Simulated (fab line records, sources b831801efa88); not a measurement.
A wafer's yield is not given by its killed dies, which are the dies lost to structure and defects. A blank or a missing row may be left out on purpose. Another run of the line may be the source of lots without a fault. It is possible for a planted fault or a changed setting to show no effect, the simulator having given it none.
One fault through the eyes of 2 desks -- flow gf180mcu -- what lay behind the numbers comes last; until then each desk has only its own

## FOR THE TOOL OWNER'S DESK: implanter-04
The tool's own readings at GF_MVSD_IMPLANT_09, given as means over the sampled wafers that have a number, one for each lot that went through this tool. Marked OUT: a lot whose mean sits more than 4 standard deviations from the usual mean, which makes it out of limits; the brackets give that distance.
Columns: A = beam-energy-keV at GF_MVSD_IMPLANT_09, usual 99.998; B = dose-ions-cm2 at GF_MVSD_IMPLANT_09, usual 4.999e+12; C = faraday-current-uA at GF_MVSD_IMPLANT_09, usual 28.3
lot,first seen here,A,B,C
L925,day 4 03:49,100.020,5.001e+12,28.4
L927,day 5 08:00,99.970,4.996e+12,28.1
L930,day 5 11:05,100.006,5.010e+12,27.7
L938,day 7 14:15,100.006,4.417e+12 (-99 or more) OUT,24.9 (-6.6) OUT
L939,day 8 02:43,100.017,4.415e+12 (-99 or more) OUT,25.1 (-6.3) OUT
This desk's finding: out of limits on L938, L939; first on L938, day 7 14:15 (dose-ions-cm2 at GF_MVSD_IMPLANT_09). L925, L927, L930 stayed within limits.

## AT THE METROLOGY DESK
Lot by lot, what the gauges showed, no matter which tool ran the lot: averages of those sampled wafers that carry a number. Marked OUT: a lot whose mean sits more than 4 standard deviations from the usual mean, which makes it out of limits; the brackets give that distance.
Columns: A = INCOMING_BOW at GF_STI_BOW_MEAS_00, usual 0 um; B = MVSD_RS at GF_VT_IMPLANT_RS_MEAS_46, usual 456.7 ohm/sq
lot,first seen here,A,B
L925,day 1 10:01,-1,457.2
L926,day 1 15:01,-2,457.6
L927,day 1 20:01,3,456.9
L928,day 2 01:00,-1,456.9
L930,day 2 11:00,-3,457.9
L938,day 4 03:01,0,465.0 (+7.5) OUT
L939,day 4 08:00,3,463.9 (+6.5) OUT
L941,day 4 18:00,1,457.2
L942,day 4 23:01,1,455.9
L945,day 5 14:01,3,456.9
L947,day 6 00:00,3,457.7
L948,day 6 05:00,2,455.3
This desk reports L938, L939 out of limits; the earliest was L938 at day 11 08:31 (MVSD_RS at GF_VT_IMPLANT_RS_MEAS_46). L925, L926, L927, L928, L930, L941, L942, L945, L947, L948 stayed within limits.

## BROUGHT TOGETHER
An alarm could have come from the tool owner's desk at day 7 14:15, on L938, L939.
An alarm was possible from the metrology desk at day 11 08:31, on L938, L939.
Every lot named ran GF_MVSD_IMPLANT_09 on implanter-04.

## WHAT THE SIMULATOR PUT IN
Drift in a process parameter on implanter-04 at GF_MVSD_IMPLANT_09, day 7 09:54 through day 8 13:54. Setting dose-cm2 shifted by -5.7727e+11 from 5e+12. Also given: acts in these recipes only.
Shown lots that were struck: L938, L939.
Counting hours from when the fault started, the first reading out of limits came at 4 for the tool owner's desk and at 95 for the metrology desk.
